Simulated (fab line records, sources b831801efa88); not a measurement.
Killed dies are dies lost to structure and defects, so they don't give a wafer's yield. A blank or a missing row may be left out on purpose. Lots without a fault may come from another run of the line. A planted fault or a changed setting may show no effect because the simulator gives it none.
Which tool did it? | flow sky130 | 11 lots, 31 wafers sampled, at 3 steps of a route of 708

WHAT THE GAUGES READ, wafer by wafer
SKY_LOCAL_INTERCONNECT_RS_MEAS_01: measures by four-point-probe.
lot  | measured     | on            | LOCAL_INTERCONNECT_TIN_RS (ohm/sq)
L130 | day 30 04:34 | film_metro-01 | 14.10 14.26 14.30
L137 | day 32 04:44 | film_metro-03 | 12.77 12.94
L138 | day 32 16:28 | film_metro-03 | 12.60 14.03 13.97
L139 | day 32 19:43 | film_metro-01 | 12.56 14.09
L141 | day 33 10:19 | film_metro-01 | 14.06 14.13 14.20
L142 | day 33 19:34 | film_metro-01 | 14.11 14.03 14.17
L143 | day 34 09:24 | film_metro-02 | 14.37 14.25 14.26
L148 | day 35 16:59 | film_metro-01 | 14.00 13.94 14.03
L149 | day 35 21:49 | film_metro-01 | 14.13 14.17 14.16
L150 | day 36 06:35 | film_metro-03 | 14.31 14.16 14.13
L151 | day 36 13:40 | film_metro-02 | 14.22 14.21 14.11

WHICH TOOL RAN EACH LOT (tool, then ch and the chambers of the sampled wafers, then the start)
lot  | SKY_LI_CONTACT_ETCH_14             | SKY_LOCAL_INTERCONNECT_SPUTTER_00
L130 | rie_diel-03 ch 1,2,3, day 30 03:14 | pvd_sputter-01, day 30 04:28
L137 | rie_diel-03 ch 0,3, day 32 03:29   | pvd_sputter-01, day 32 04:40
L138 | rie_diel-03 ch 0,1,3, day 32 15:14 | pvd_sputter-01, day 32 16:25
L139 | rie_diel-04 ch 0,2, day 32 18:29   | pvd_sputter-01, day 32 19:38
L141 | rie_diel-03 ch 0,2,3, day 33 09:02 | pvd_sputter-03, day 33 10:13
L142 | rie_diel-04 ch 1,2,3, day 33 18:07 | pvd_sputter-02, day 33 19:30
L143 | rie_diel-04 ch 0,1,2, day 34 08:07 | pvd_sputter-02, day 34 09:17
L148 | rie_diel-01 ch 1,3, day 35 15:45   | pvd_sputter-01, day 35 16:56
L149 | rie_diel-03 ch 0,1,3, day 35 20:32 | pvd_sputter-01, day 35 21:45
L150 | rie_diel-01 ch 0,2,3, day 36 05:20 | pvd_sputter-01, day 36 06:29
L151 | rie_diel-03 ch 0,1,3, day 36 12:26 | pvd_sputter-01, day 36 13:35
- SKY_LI_CONTACT_ETCH_14: etches BARC in N2/H2, stops on SiO2, time 45.9 s, target depth 60 nm.
- SKY_LOCAL_INTERCONNECT_SPUTTER_00: material TiN, target thk 100 nm, time 83.3 s.

THE ANSWER, worked out from the rows above alone
Rule: what is usual is taken from the lots themselves. Put in order of their means at a reading, lots are off if they are a third of the lots or fewer, leave a main group of 4 or more, and stand apart from it by a gap of 3 or more times the standard deviation of the main group's means; of several such gaps the widest counts. A main group whose means are all the same, to the digits that the tables above print for the reading, isn't used. A lot without any number at a reading at which 4 lots or more have one is off too. The other lots that the step has rows for count as sound.
Off: L137, L138, L139, at SKY_LOCAL_INTERCONNECT_RS_MEAS_01 (LOCAL_INTERCONNECT_TIN_RS). The main group: mean 14.16 ohm/sq, standard deviation 0.084.
A tool fits if, at a process step before that reading, it ran every lot that is off, and no sound lot after the first of them. The gauges at SKY_LOCAL_INTERCONNECT_RS_MEAS_01 are tried like those tools. None of those tried fits.

WHAT THE SIMULATOR HAD PUT IN
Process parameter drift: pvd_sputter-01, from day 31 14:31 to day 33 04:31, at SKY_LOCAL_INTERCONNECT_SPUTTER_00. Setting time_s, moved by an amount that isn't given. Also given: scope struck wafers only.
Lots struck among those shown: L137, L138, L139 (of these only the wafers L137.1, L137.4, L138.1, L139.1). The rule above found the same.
